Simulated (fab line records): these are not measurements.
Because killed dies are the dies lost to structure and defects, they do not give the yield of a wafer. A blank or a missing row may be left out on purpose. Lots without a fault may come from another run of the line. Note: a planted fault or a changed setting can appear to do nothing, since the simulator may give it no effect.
fab line records	flow gf180mcu
record: lots: 24	wafers: 72	last_day: 34
route steps=602 shown V1@360 M2@376 M5@533 PASSIVATION@598
lots untouched by any fault: they come from a run of this same line in which no faults occurred
start_h: hours from the record's first day to the start of the lot's first wafer shown	wait_h: hours elapsed since this lot's preceding step	" the same as in the row above	L1.1+2: several wafers, shown together as one row	- no value, or no start given	* or withheld: withheld	< > ~ a bound
route shown NAME@n: names a module that has steps shown in the file, with the first one's number in the route	usual: mean and standard deviation over wafers with no fault	same: alike in all rows	chamber/n: place in a boat	sites: per-site readings	_std_site: standard deviation of those values	_edge_site: mean of outer sites minus mean of inner sites	radius_mm: for every site, how far away it sits from the centre of the wafer	mask NAME#n: copy n	behind: the tool/chamber that last shaped the wafer	hold: cause of the lot's hold/its duration in hours/its outcome	device: transistor that didn't switch, given as n, p or np	end of line: at the end of the route, the tests of the same wafers	a step without rows: its recipe alone	killed: at the first sort, the dies lost to defects and structure; wafer yield is something else	map: per-die view of a wafer (x killed, . not killed, _ where there is no die)
set.NAME: the setting the step ran with; set.NAME@STEP: the setting that earlier step ran with	model.NAME: the simulator's own value behind a step, which no gauge read
the route's steps for a sample of lots (tables are steps, rows are wafers)
services: when a tool's chamber went out of use (start_h, in hours from the record's first day, below 0 if earlier), for how many hours, and the reason
== steps ==
step: GF_V1_THK_MEAS_25
recipe: thk_meas_gauge: xrf	reads: W_of_V1_CVD_23
usual: V1_W_THK: 347/4.8
lot.wafer	tool	chamber	start_h	wait_h	V1_W_THK[nm]
L074.2	film_metro-03	-	406.93	0.1	351
L074.4	"	-	"	"	349
L074.6	"	-	"	"	349
L075.2	film_metro-01	-	414.11	0.1	350
L075.3	"	-	"	"	339
L075.5	"	-	"	"	348
L076.2	film_metro-03	-	425.66	0.1	350
L076.4	"	-	"	"	348
L076.6	"	-	"	"	345
L077.2	film_metro-03	-	434.33	0.1	350
L077.3	"	-	"	"	339
L077.5	"	-	"	"	346
L078.2	film_metro-01	-	450.46	0.1	345
L078.5	"	-	"	"	348
L078.6	"	-	"	"	345
L079.1	film_metro-01	-	458.90	0.1	355
L079.2	"	-	"	"	357
L079.4	"	-	"	"	352
L080.1	film_metro-01	-	466.88	0.1	350
L080.2	"	-	"	"	350
L080.6	"	-	"	"	344
L081.1	film_metro-02	-	474.93	0.1	348
L081.2	"	-	"	"	350
L081.4	"	-	"	"	350
L082.1	film_metro-01	-	482.17	0.1	352
L082.2	"	-	"	"	353
L082.5	"	-	"	"	354
L083.1	film_metro-02	-	491.62	0.1	347
L083.5	"	-	"	"	345
L083.6	"	-	"	"	339
L084.2	film_metro-01	-	499.33	0.1	353
L084.4	"	-	"	"	350
L084.6	"	-	"	"	356
L085.2	film_metro-03	-	514.97	0.1	345
L085.4	"	-	"	"	343
L085.5	"	-	"	"	345
L086.2	film_metro-03	-	518.66	0.1	344
L086.5	"	-	"	"	343
L086.6	"	-	"	"	341
L087.2	film_metro-02	-	524.07	0.1	351
L087.4	"	-	"	"	348
L087.5	"	-	"	"	346
L088.1	film_metro-01	-	537.85	0.1	341
L088.3	"	-	"	"	346
L088.5	"	-	"	"	340
L090.1	film_metro-02	-	553.35	0.1	347
L090.2	"	-	"	"	346
L090.3	"	-	"	"	345
L089.1	film_metro-02	-	554.59	0.1	338
L089.4	"	-	"	"	336
L089.6	"	-	"	"	342
L091.2	film_metro-02	-	567.66	0.1	354
L091.3	"	-	"	"	350
L091.5	"	-	"	"	346
L092.1	film_metro-03	-	570.46	0.1	345
L092.3	"	-	"	"	348
L092.6	"	-	"	"	346
L093.1	film_metro-01	-	575.45	0.1	348
L093.5	"	-	"	"	341
L093.6	"	-	"	"	340
L094.1	film_metro-03	-	584.97	0.1	354
L094.3	"	-	"	"	352
L094.6	"	-	"	"	348
L095.1	film_metro-02	-	586.36	0.1	352
L095.3	"	-	"	"	342
L095.6	"	-	"	"	356
L096.1	film_metro-01	-	599.13	0.1	347
L096.3	"	-	"	"	344
L096.6	"	-	"	"	341
L097.1	film_metro-01	-	601.84	0.1	343
L097.4	"	-	"	"	346
L097.6	"	-	"	"	351
step: GF_M2_CD_MEAS_14
recipe: target_cd_nm: 280
usual: cd_nm: 279.5/1.3
lot.wafer	tool	chamber	start_h	wait_h	cd_nm
L074.2	cd_sem-01	-	431.54	0.1	277.4
L074.4	"	-	"	"	279.0
L074.6	"	-	"	"	276.8
L075.2	cd_sem-02	-	438.34	0.1	280.8
L075.3	"	-	"	"	281.4
L075.5	"	-	"	"	281.3
L076.2	cd_sem-02	-	449.67	0.1	279.0
L076.4	"	-	"	"	278.9
L076.6	"	-	"	"	279.3
L077.2	cd_sem-01	-	459.07	0.1	279.6
L077.3	"	-	"	"	278.4
L077.5	"	-	"	"	278.3
L078.2	cd_sem-01	-	475.24	0.1	281.0
L078.5	"	-	"	"	280.0
L078.6	"	-	"	"	280.0
L079.1	cd_sem-01	-	483.05	0.1	278.3
L079.2	"	-	"	"	278.8
L079.4	"	-	"	"	278.3
L080.1	cd_sem-02	-	490.82	0.2	278.2
L080.2	"	-	"	"	277.5
L080.6	"	-	"	"	276.5
L081.1	cd_sem-02	-	498.90	0.1	281.4
L081.2	"	-	"	"	281.5
L081.4	"	-	"	"	280.1
L082.1	cd_sem-01	-	506.82	0.1	278.0
L082.2	"	-	"	"	278.5
L082.5	"	-	"	"	278.6
L083.1	cd_sem-01	-	515.22	0.1	278.9
L083.5	"	-	"	"	280.4
L083.6	"	-	"	"	279.9
L084.2	cd_sem-02	-	523.43	0.3	278.5
L084.4	"	-	"	"	278.7
L084.6	"	-	"	"	278.2
L085.2	cd_sem-01	-	537.77	0.1	280.1
L085.4	"	-	"	"	280.1
L085.5	"	-	"	"	280.1
L086.2	cd_sem-01	-	541.97	0.1	278.8
L086.5	"	-	"	"	278.9
L086.6	"	-	"	"	277.3
L087.2	cd_sem-02	-	547.24	0.1	279.4
L087.4	"	-	"	"	279.9
L087.5	"	-	"	"	280.5
L088.1	cd_sem-02	-	561.07	0.1	281.4
L088.3	"	-	"	"	281.0
L088.5	"	-	"	"	281.3
L090.1	cd_sem-01	-	576.22	0.1	277.4
L090.2	"	-	"	"	278.0
L090.3	"	-	"	"	278.1
L089.1	cd_sem-02	-	577.49	0.1	280.8
L089.4	"	-	"	"	279.2
L089.6	"	-	"	"	280.6
L091.2	cd_sem-02	-	590.14	0.1	281.0
L091.3	"	-	"	"	281.7
L091.5	"	-	"	"	281.5
L092.1	cd_sem-02	-	592.54	0.1	281.6
L092.3	"	-	"	"	281.2
L092.6	"	-	"	"	280.9
L093.1	cd_sem-01	-	599.90	0.1	279.6
L093.5	"	-	"	"	280.7
L093.6	"	-	"	"	279.0
L094.1	cd_sem-01	-	606.99	0.1	279.4
L094.3	"	-	"	"	279.7
L094.6	"	-	"	"	279.7
L095.1	cd_sem-02	-	608.15	0.1	280.6
L095.3	"	-	"	"	279.8
L095.6	"	-	"	"	282.1
L096.1	cd_sem-01	-	620.34	0.1	280.7
L096.3	"	-	"	"	280.1
L096.6	"	-	"	"	278.8
L097.1	cd_sem-01	-	622.99	0.1	278.1
L097.4	"	-	"	"	277.7
L097.6	"	-	"	"	278.4
step: GF_M2_STRIP_17
recipe: chemistry: O2/N2	power_w: 1400	pressure_mtorr: 1500	platen_temp_c: 250	o2_flow_sccm: 3000	n2_flow_sccm: 300	overash_fraction: 0.5
usual: drypump_motor_current_A: 6.2/0.39	heater_power_w: 311/29	n2_flow_sccm: 299.9/0.81	o2_flow_sccm: 3000/8.9	oes_product_au: 0.539/0.0054	strip_time_to_endpoint_s: 7.43/0.066
same: overash_fraction: 0.5
lot.wafer	tool	chamber	start_h	wait_h	drypump_motor_current_A	heater_power_w	n2_flow_sccm	o2_flow_sccm	oes_product_au	rf_hours_counter_h	strip_time_to_endpoint_s
L074.2	plasma_asher-03	1	431.81	0.1	6.6	303	300.2	2993	0.541	64	7.46
L074.4	"	1	"	"	6.6	297	302.0	2990	0.539	-	7.42
L074.6	"	1	"	"	6.6	306	299.9	2992	0.534	-	7.43
L075.2	plasma_asher-01	0	438.61	0.1	6.1	335	299.3	2992	0.537	82	7.48
L075.3	"	1	"	"	6.1	272	300.8	3002	0.540	-	7.53
L075.5	"	1	"	"	6.1	276	299.3	3011	0.544	-	7.44
L076.2	plasma_asher-03	0	449.93	0.1	6.4	288	299.8	2986	0.539	66	7.50
L076.4	"	0	"	"	6.4	291	299.4	2997	0.533	-	7.43
L076.6	"	0	"	"	6.4	286	299.7	2990	0.538	-	7.50
L077.2	plasma_asher-02	1	459.34	0.1	5.3	366	299.1	3002	0.540	34	7.47
L077.3	"	0	"	"	6.1	333	300.0	3024	0.543	-	7.47
L077.5	"	0	"	"	6.1	326	299.4	2993	0.542	-	7.42
L078.2	plasma_asher-03	1	475.51	0.1	6.7	290	299.5	3006	0.536	68	7.48
L078.5	"	1	"	"	6.6	302	299.3	2998	0.541	-	7.46
L078.6	"	0	"	"	6.4	288	299.7	3014	0.548	-	7.44
L079.1	plasma_asher-02	0	483.33	0.1	6.1	340	300.6	2995	0.531	37	7.33
L079.2	"	1	"	"	5.3	361	299.1	2991	0.543	37	7.50
L079.4	"	0	"	"	6.1	332	299.7	2995	0.540	-	7.33
L080.1	plasma_asher-01	1	491.11	0.1	6.1	276	299.2	3003	0.538	88	7.32
L080.2	"	0	"	"	6.1	344	300.3	2990	0.539	88	7.42
L080.6	"	1	"	"	6.1	269	300.0	3001	0.535	-	7.32
L081.1	plasma_asher-01	1	499.31	0.2	6.1	271	298.9	2991	0.543	89	7.40
L081.2	"	0	"	"	6.1	335	301.6	3003	0.536	89	7.45
L081.4	"	1	"	"	6.1	271	299.0	3003	0.537	-	7.43
L082.1	plasma_asher-02	0	507.24	0.2	6.1	331	299.2	2989	0.541	39	7.43
L082.2	"	1	"	"	5.3	362	300.5	2999	0.538	39	7.43
L082.5	"	0	"	"	6.1	324	299.2	3001	0.535	-	7.41
L083.1	plasma_asher-03	1	515.64	0.2	6.7	297	300.3	2987	0.546	72	7.39
L083.5	"	1	"	"	6.6	301	300.7	2999	0.536	-	7.40
L083.6	"	0	"	"	6.4	282	300.3	3000	0.531	-	7.42
L084.2	plasma_asher-03	0	523.83	0.2	6.4	288	300.4	2998	0.541	74	7.52
L084.4	"	0	"	"	6.4	292	299.5	2997	0.542	-	7.50
L084.6	"	1	"	"	6.7	295	299.9	2995	0.541	-	7.56
L085.2	plasma_asher-03	0	538.03	0.1	6.4	285	299.9	2998	0.547	75	7.52
L085.4	"	0	"	"	6.4	297	299.0	2998	0.536	-	7.53
L085.5	"	1	"	"	6.6	287	299.9	2983	0.538	-	7.49
L086.2	plasma_asher-01	0	542.23	0.1	6.1	341	299.2	3007	0.552	92	7.52
L086.5	"	0	"	"	6.1	334	300.2	3003	0.541	-	7.46
L086.6	"	1	"	"	6.1	277	300.7	3001	0.550	-	7.55
L087.2	plasma_asher-03	1	547.51	0.1	6.6	293	300.0	2997	0.532	76	7.41
L087.4	"	0	"	"	6.4	289	299.8	3009	0.535	-	7.38
L087.5	"	1	"	"	6.6	298	300.0	3019	0.543	-	7.47
L088.1	plasma_asher-01	1	561.36	0.1	6.1	274	298.6	2997	0.544	94	7.46
L088.3	"	0	"	"	6.1	339	300.1	3009	0.529	-	7.33
L088.5	"	0	"	"	6.1	341	300.0	2996	0.534	-	7.38
L090.1	plasma_asher-01	0	576.51	0.1	6.1	332	300.1	3000	0.530	96	7.33
L090.2	"	1	"	"	6.1	271	300.4	3000	0.543	96	7.47
L090.3	"	1	"	"	6.1	275	299.1	2988	0.537	-	7.45
L089.1	plasma_asher-03	0	577.78	0.1	6.4	284	299.1	3014	0.543	79	7.44
L089.4	"	0	"	"	6.4	295	300.8	3010	0.538	-	7.41
L089.6	"	0	"	"	6.4	291	298.8	3010	0.534	-	7.37
L091.2	plasma_asher-02	1	590.41	0.1	5.3	367	301.8	3012	0.544	48	7.35
L091.3	"	1	"	"	5.3	358	300.6	3002	0.535	-	7.27
L091.5	"	1	"	"	5.4	356	300.2	3004	0.538	-	7.34
L092.1	plasma_asher-03	1	592.83	0.1	6.6	306	299.8	3006	0.552	81	7.49
L092.3	"	0	"	"	6.4	295	300.4	3004	0.547	-	7.57
L092.6	"	0	"	"	6.4	298	300.4	2996	0.542	-	7.52
L093.1	plasma_asher-02	1	600.18	0.1	5.3	373	299.3	2994	0.532	49	7.43
L093.5	"	1	"	"	5.3	362	300.4	3004	0.534	-	7.39
L093.6	"	0	"	"	6.1	324	298.6	2995	0.537	-	7.40
L094.1	plasma_asher-03	1	607.41	0.2	6.6	296	298.1	3004	0.540	83	7.41
L094.3	"	0	"	"	6.4	297	299.4	3001	0.531	-	7.37
L094.6	"	1	"	"	6.6	302	299.9	3001	0.535	-	7.40
L095.1	plasma_asher-03	0	608.43	0.1	6.4	287	299.8	3021	0.535	83	7.33
L095.3	"	1	"	"	6.6	298	300.0	3008	0.534	-	7.32
L095.6	"	1	"	"	6.6	295	301.2	3001	0.534	-	7.36
L096.1	plasma_asher-02	1	620.63	0.1	5.3	366	300.6	2990	0.545	51	7.47
L096.3	"	1	"	"	5.3	356	300.4	3001	0.545	-	7.48
L096.6	"	0	"	"	6.1	331	300.3	2994	0.547	-	7.51
L097.1	plasma_asher-01	0	623.28	0.1	6.1	330	300.0	3002	0.530	101	7.38
L097.4	"	0	"	"	6.1	339	299.1	3004	0.537	-	7.34
L097.6	"	1	"	"	6.1	266	302.7	3011	0.533	-	7.34
step: GF_M5_CD_MEAS_07
recipe: target_cd_nm: 280
usual: cd_nm: 279.8/1.4
lot.wafer	tool	chamber	start_h	wait_h	cd_nm
L074.2	cd_sem-01	-	602.71	0.1	279.7
L074.4	"	-	"	"	280.1
L074.6	"	-	"	"	281.0
L075.2	cd_sem-02	-	606.22	0.1	278.1
L075.3	"	-	"	"	279.5
L075.5	"	-	"	"	278.4
L076.2	cd_sem-01	-	619.92	0.1	278.5
L076.4	"	-	"	"	278.5
L076.6	"	-	"	"	277.8
L077.2	cd_sem-02	-	626.31	0.1	279.0
L077.3	"	-	"	"	277.8
L077.5	"	-	"	"	277.8
L078.2	cd_sem-01	-	642.88	0.1	281.5
L078.5	"	-	"	"	282.2
L078.6	"	-	"	"	280.4
L079.1	cd_sem-01	-	646.54	0.1	279.9
L079.2	"	-	"	"	280.3
L079.4	"	-	"	"	280.8
L080.1	cd_sem-01	-	653.05	0.1	280.5
L080.2	"	-	"	"	279.5
L080.6	"	-	"	"	280.3
L081.1	cd_sem-01	-	663.05	0.1	277.9
L081.2	"	-	"	"	277.8
L081.4	"	-	"	"	278.1
L082.1	cd_sem-02	-	667.64	0.2	277.7
L082.2	"	-	"	"	277.6
L082.5	"	-	"	"	277.7
L083.1	cd_sem-01	-	671.94	0.1	280.1
L083.5	"	-	"	"	279.8
L083.6	"	-	"	"	280.8
L084.2	cd_sem-02	-	684.12	0.1	281.5
L084.4	"	-	"	"	281.0
L084.6	"	-	"	"	282.6
L085.2	cd_sem-02	-	692.37	0.1	280.0
L085.4	"	-	"	"	279.3
L085.5	"	-	"	"	280.7
L086.2	cd_sem-02	-	695.46	0.1	283.0
L086.5	"	-	"	"	282.2
L086.6	"	-	"	"	284.3
L087.2	cd_sem-01	-	702.01	0.1	279.4
L087.4	"	-	"	"	280.1
L087.5	"	-	"	"	278.7
L088.1	cd_sem-01	-	709.80	0.1	279.8
L088.3	"	-	"	"	279.2
L088.5	"	-	"	"	279.9
L089.1	cd_sem-02	-	724.84	0.1	280.4
L089.4	"	-	"	"	280.7
L089.6	"	-	"	"	281.9
L091.2	cd_sem-01	-	736.13	0.1	280.3
L091.3	"	-	"	"	279.7
L091.5	"	-	"	"	280.0
L092.1	cd_sem-02	-	736.75	0.1	279.8
L092.3	"	-	"	"	277.9
L092.6	"	-	"	"	278.3
L090.1	cd_sem-01	-	738.29	0.1	279.9
L090.2	"	-	"	"	279.4
L090.3	"	-	"	"	280.0
L093.1	cd_sem-02	-	742.65	0.1	280.8
L093.5	"	-	"	"	281.3
L093.6	"	-	"	"	282.6
L094.1	cd_sem-02	-	749.34	0.1	278.3
L094.3	"	-	"	"	279.4
L094.6	"	-	"	"	278.9
L095.1	cd_sem-02	-	749.99	0.1	278.8
L095.3	"	-	"	"	280.1
L095.6	"	-	"	"	279.1
L096.1	cd_sem-02	-	759.46	0.1	278.8
L096.3	"	-	"	"	280.3
L096.6	"	-	"	"	278.3
L097.1	cd_sem-01	-	761.79	0.1	280.5
L097.4	"	-	"	"	279.4
L097.6	"	-	"	"	279.9
step: GF_PASSIVATION_ETCH_11
recipe: chemistry: CF4/O2	target_depth_nm: 2040	stop_on: TiN	source_w: 800	bias_w: 150	pressure_mtorr: 150	cf4_flow_sccm: 80	O2_flow_sccm: 10	time_s: 453.3
usual: O2_flow_sccm: 10.000/0.029	drypump_motor_current_A: 5.5/0.42	oes_product_au: 0.984/0.007	throttle_valve_pct: 5.965/0.0092
lot.wafer	tool	chamber	start_h	wait_h	O2_flow_sccm	drypump_motor_current_A	oes_product_au	rf_hours_counter_h	throttle_valve_pct
L074.2	rie_diel-04	3	667.22	-	9.963	5.3	0.984	22	5.961
L074.4	"	0	"	"	9.908	5.7	0.981	4	5.957
L074.6	"	3	"	"	9.965	5.3	0.987	-	5.975
L075.2	rie_diel-02	0	670.72	-	9.991	4.8	0.982	2	5.970
L075.3	"	3	"	"	9.998	6.0	0.986	26	5.966
L075.5	"	2	"	"	9.973	5.3	0.987	-	5.967
L076.2	rie_diel-02	2	682.81	-	9.977	5.3	0.992	10	5.944
L076.4	"	3	"	"	10.015	6.0	0.976	27	5.973
L076.6	"	1	"	"	9.992	5.4	0.972	-	5.970
L077.2	rie_diel-04	2	689.55	-	10.051	6.1	0.990	13	5.967
L077.3	"	1	"	"	10.044	5.6	0.993	14	5.961
L077.5	"	2	"	"	10.047	6.1	0.984	-	5.964
L078.2	rie_diel-01	2	705.32	-	9.980	5.4	0.992	12	5.951
L078.5	"	1	"	"	10.000	5.5	0.977	-	5.968
L078.6	"	0	"	"	9.962	6.2	0.977	-	5.974
L079.1	rie_diel-04	1	707.30	-	10.014	5.7	0.989	14	5.959
L079.2	"	3	"	"	9.995	5.3	0.982	24	5.971
L079.4	"	0	"	"	10.037	5.7	0.989	5	5.951
L080.1	rie_diel-04	0	713.90	-	10.049	5.7	0.989	5	5.968
L080.2	"	2	"	"	10.004	6.1	0.969	14	5.952
L080.6	"	2	"	"	9.963	6.2	0.978	-	5.966
L081.1	rie_diel-02	0	722.10	-	9.970	4.8	0.982	4	5.955
L081.2	"	3	"	"	10.023	6.1	0.990	28	5.954
L081.4	"	2	"	"	9.967	5.3	0.989	11	5.976
L082.1	rie_diel-01	2	727.50	-	9.988	5.4	0.982	13	5.959
L082.2	"	1	"	"	10.014	5.5	0.984	14	5.953
L082.5	"	3	"	"	10.003	5.8	0.978	-	5.941
L083.1	rie_diel-02	2	731.15	-	10.002	5.3	0.994	12	5.979
L083.5	"	0	"	"	10.037	4.8	0.987	-	5.954
L083.6	"	1	"	"	9.961	5.4	0.979	-	5.977
L084.2	rie_diel-01	2	741.10	-	9.998	5.4	0.993	14	5.971
L084.4	"	0	"	"	10.036	6.2	0.976	21	5.979
L084.6	"	0	"	"	9.993	6.3	0.976	-	5.964
L085.2	rie_diel-04	2	749.12	-	10.043	6.1	0.969	16	5.975
L085.4	"	1	"	"	10.010	5.6	0.984	16	5.970
L085.5	"	3	"	"	9.991	5.3	0.977	-	5.951
L086.2	rie_diel-02	0	752.80	-	9.991	4.8	0.979	6	5.965
L086.5	"	2	"	"	9.995	5.3	0.982	-	5.971
L086.6	"	3	"	"	10.009	6.0	0.969	-	5.978
L087.2	rie_diel-04	2	758.40	-	10.016	6.2	0.972	16	5.960
L087.4	"	1	"	"	10.002	5.6	0.999	17	5.967
L087.5	"	3	"	"	10.055	5.3	0.990	-	5.971
L088.1	rie_diel-01	1	765.75	-	10.020	5.4	0.986	16	5.945
L088.3	"	2	"	"	10.010	5.4	0.989	15	5.970
L088.5	"	2	"	"	10.041	5.4	0.986	-	5.947
L089.1	rie_diel-02	2	777.90	-	10.036	5.3	0.986	14	5.965
L089.4	"	2	"	"	10.011	5.2	0.984	-	5.959
L089.6	"	0	"	"	9.985	4.8	0.983	-	5.972
L091.2	rie_diel-02	2	788.80	-	10.012	5.2	0.996	15	5.973
L091.3	"	0	"	"	9.982	4.8	0.984	8	5.963
L091.5	"	1	"	"	9.983	5.4	0.983	-	5.966
L092.1	rie_diel-02	2	790.05	-	9.987	5.3	0.985	15	5.959
L092.3	"	1	"	"	10.014	5.4	0.978	24	5.956
L092.6	"	1	"	"	9.966	5.4	0.980	-	5.957
L090.1	rie_diel-01	2	792.35	-	10.038	5.4	0.990	16	5.957
L090.2	"	3	"	"	10.037	5.8	0.990	22	5.971
L090.3	"	0	"	"	9.973	6.2	0.969	24	5.943
L093.1	rie_diel-02	0	795.26	-	9.968	4.8	0.975	8	5.961
L093.5	"	2	"	"	10.027	5.2	0.985	-	5.963
L093.6	"	0	"	"	10.016	4.8	0.976	-	5.964
L094.1	rie_diel-02	0	801.31	-	9.976	4.8	0.981	9	5.963
L094.3	"	0	"	"	9.969	4.8	0.981	-	5.964
L094.6	"	0	"	"	9.957	4.8	0.975	-	5.955
L095.1	rie_diel-02	1	802.61	-	10.049	5.3	0.982	25	5.957
L095.3	"	1	"	"	10.029	5.3	0.984	-	5.973
L095.6	"	1	"	"	10.037	5.4	0.977	-	5.976
L096.1	rie_diel-02	2	810.06	-	10.017	5.3	0.989	16	5.974
L096.3	"	0	"	"	9.998	4.8	0.988	11	5.976
L096.6	"	0	"	"	9.955	4.8	0.974	-	5.972
L097.1	rie_diel-01	0	812.12	-	10.034	6.2	0.976	24	5.970
L097.4	"	1	"	"	10.001	5.5	0.995	19	5.966
L097.6	"	3	"	"	10.008	5.8	0.995	-	5.975
step: GF_PASSIVATION_STRIP_12
recipe: chemistry: O2/N2	power_w: 1400	pressure_mtorr: 1564	platen_temp_c: 250	o2_flow_sccm: 3000	n2_flow_sccm: 300	overash_fraction: 0.5
usual: drypump_motor_current_A: 6.0/0.42	heater_power_w: 334/53	n2_flow_sccm: 300.1/0.91	o2_flow_sccm: 3001/8.8	oes_product_au: 0.724/0.0043	strip_time_to_endpoint_s: 32.86/0.27
same: overash_fraction: 0.5
lot.wafer	tool	chamber	start_h	wait_h	drypump_motor_current_A	heater_power_w	n2_flow_sccm	o2_flow_sccm	oes_product_au	rf_hours_counter_h	strip_time_to_endpoint_s
L074.2	plasma_asher-04	1	667.49	0.1	5.9	287	299.6	3008	0.721	25	32.82
L074.4	"	1	"	"	5.9	295	300.2	3024	0.724	-	32.87
L074.6	"	0	"	"	5.8	433	299.1	3006	0.728	-	32.69
L075.2	plasma_asher-04	1	670.99	0.1	5.9	290	300.1	2996	0.723	26	32.77
L075.3	"	1	"	"	5.9	295	300.0	2993	0.718	-	33.01
L075.5	"	0	"	"	5.8	430	300.7	3010	0.721	-	32.20
L076.2	plasma_asher-02	0	683.08	0.1	6.1	332	300.0	3002	0.721	58	32.79
L076.4	"	0	"	"	6.1	332	300.6	2995	0.724	-	33.41
L076.6	"	0	"	"	6.1	322	299.7	2999	0.731	-	33.31
L077.2	plasma_asher-02	1	689.82	0.1	5.3	359	299.8	2988	0.728	58	33.01
L077.3	"	0	"	"	6.1	324	300.8	3021	0.726	-	32.59
L077.5	"	0	"	"	6.1	328	299.0	3011	0.724	-	33.20
L078.2	plasma_asher-02	1	705.59	0.1	5.3	366	299.5	2993	0.720	60	32.71
L078.5	"	1	"	"	5.4	363	299.9	3007	0.724	-	32.69
L078.6	"	0	"	"	6.0	326	299.8	2989	0.723	-	32.97
L079.1	plasma_asher-03	0	707.57	0.1	6.4	290	299.9	3006	0.726	92	32.66
L079.2	"	1	"	"	6.6	297	299.0	2994	0.722	92	32.84
L079.4	"	1	"	"	6.6	296	301.7	2996	0.719	-	32.66
L080.1	plasma_asher-04	0	714.17	0.1	5.8	441	299.5	2996	0.723	31	32.61
L080.2	"	1	"	"	5.9	286	301.4	2992	0.720	31	33.03
L080.6	"	1	"	"	5.9	293	300.5	2992	0.725	-	32.85
L081.1	plasma_asher-03	1	722.37	0.1	6.6	301	299.1	2998	0.716	93	32.92
L081.2	"	0	"	"	6.4	297	299.9	2997	0.722	93	32.70
L081.4	"	0	"	"	6.4	279	300.2	2996	0.720	-	32.39
L082.1	plasma_asher-03	0	727.77	0.1	6.4	293	300.1	3005	0.728	93	32.68
L082.2	"	1	"	"	6.6	297	297.5	3011	0.724	93	32.75
L082.5	"	1	"	"	6.6	301	300.1	2997	0.719	-	32.97
L083.1	plasma_asher-04	0	731.42	0.1	5.8	433	299.7	3009	0.721	33	32.64
L083.5	"	0	"	"	5.8	430	300.7	3004	0.739	-	33.20
L083.6	"	1	"	"	5.9	298	299.5	2998	0.727	-	33.18
L084.2	plasma_asher-02	1	741.37	0.1	5.3	366	302.1	2990	0.724	63	32.87
L084.4	"	1	"	"	5.2	363	300.1	2991	0.728	-	33.13
L084.6	"	0	"	"	6.1	325	300.8	3006	0.724	-	33.32
L085.2	plasma_asher-04	0	749.39	0.1	5.8	436	298.9	2997	0.725	36	33.44
L085.4	"	0	"	"	5.8	436	300.2	3007	0.724	-	32.64
L085.5	"	1	"	"	5.9	293	301.2	2986	0.723	-	32.79
L086.2	plasma_asher-04	1	753.07	0.1	5.9	294	299.5	2996	0.725	37	33.03
L086.5	"	0	"	"	5.8	424	298.7	2998	0.727	-	32.66
L086.6	"	1	"	"	5.9	296	300.6	3021	0.725	-	33.21
L087.2	plasma_asher-04	0	758.67	0.1	5.8	439	299.3	3002	0.723	37	33.13
L087.4	"	1	"	"	5.9	295	300.1	2999	0.720	-	32.41
L087.5	"	1	"	"	5.9	287	300.8	3003	0.730	-	32.31
L088.1	plasma_asher-03	0	766.02	0.1	6.4	298	300.1	3005	0.728	99	32.86
L088.3	"	1	"	"	6.6	294	301.6	2991	0.726	-	32.56
L088.5	"	1	"	"	6.7	291	301.1	3012	0.721	-	32.81
L089.1	plasma_asher-04	1	778.16	0.1	5.9	290	299.3	2988	0.731	40	32.43
L089.4	"	1	"	"	5.9	290	298.6	3010	0.725	-	32.67
L089.6	"	0	"	"	5.8	427	300.1	3003	0.730	-	32.86
L091.2	plasma_asher-03	1	789.06	0.1	6.6	300	299.9	2995	0.720	102	32.70
L091.3	"	1	"	"	6.6	293	301.0	2995	0.731	-	33.13
L091.5	"	0	"	"	6.4	292	300.2	2988	0.727	-	33.26
L092.1	plasma_asher-02	1	790.31	0.1	5.3	363	298.8	3011	0.720	65	32.44
L092.3	"	1	"	"	5.3	366	298.9	3010	0.725	-	32.96
L092.6	"	1	"	"	5.3	373	298.2	3007	0.723	-	32.98
L090.1	plasma_asher-03	0	792.61	0.1	6.4	284	299.6	2989	0.722	102	32.86
L090.2	"	1	"	"	6.6	293	299.7	3008	0.715	102	32.64
L090.3	"	0	"	"	6.4	286	300.4	2992	0.718	-	33.21
L093.1	plasma_asher-03	0	795.67	0.3	6.4	291	301.1	2990	0.715	102	33.03
L093.5	"	1	"	"	6.6	305	300.2	3008	0.719	-	32.80
L093.6	"	0	"	"	6.4	289	301.1	2982	0.726	-	33.15
L094.1	plasma_asher-02	1	801.71	0.3	5.3	370	302.0	2993	0.719	67	32.98
L094.3	"	0	"	"	6.1	323	299.9	3003	0.723	-	33.08
L094.6	"	0	"	"	6.1	330	301.0	3002	0.721	-	33.20
L095.1	plasma_asher-04	1	803.01	0.3	5.9	295	301.4	2993	0.720	42	33.04
L095.3	"	0	"	"	5.8	436	299.6	2988	0.727	-	32.98
L095.6	"	1	"	"	5.9	292	301.3	3005	0.727	-	33.03
L096.1	plasma_asher-03	1	810.33	0.1	6.6	297	300.6	3012	0.725	104	32.47
L096.3	"	0	"	"	6.4	284	299.5	3003	0.718	-	33.05
L096.6	"	0	"	"	6.4	286	300.4	3011	0.726	-	33.09
L097.1	plasma_asher-02	0	812.39	0.1	6.1	321	299.6	2994	0.723	68	32.96
L097.4	"	1	"	"	5.2	355	298.9	3009	0.728	-	32.79
L097.6	"	1	"	"	5.3	354	298.5	3017	0.716	-	32.57
== services ==
tool	chamber	start_h	hours	kind
rie_diel-04	0	417.38	10.6	repair
rie_diel-01	1	418.27	3.1	repair
plasma_asher-04	-	421.25	9.0	pm
rie_diel-01	1	458.15	5.1	repair
rie_diel-01	2	480.80	22.5	repair
plasma_asher-02	-	489.23	8.1	repair
rie_diel-02	0	489.46	7.2	repair
plasma_asher-02	-	491.94	2.8	repair
plasma_asher-01	-	522.07	3.6	repair
plasma_asher-04	-	543.57	1.5	repair
plasma_asher-03	-	674.52	3.8	repair
rie_diel-02	2	696.12	12.7	repair
plasma_asher-03	-	708.05	7.3	pm
plasma_asher-01	-	709.10	1.3	repair
plasma_asher-02	-	726.58	14.6	pm
plasma_asher-01	-	733.75	9.0	pm
plasma_asher-02	-	742.79	8.2	repair
rie_diel-02	1	746.81	5.3	repair
plasma_asher-01	-	749.46	2.8	pm
rie_diel-02	3	754.40	2.0	repair
plasma_asher-02	-	759.88	13.7	repair
plasma_asher-01	-	761.23	2.1	repair
rie_diel-02	1	791.88	7.3	repair
rie_diel-02	2	796.11	10.5	repair
== key ==
fault none
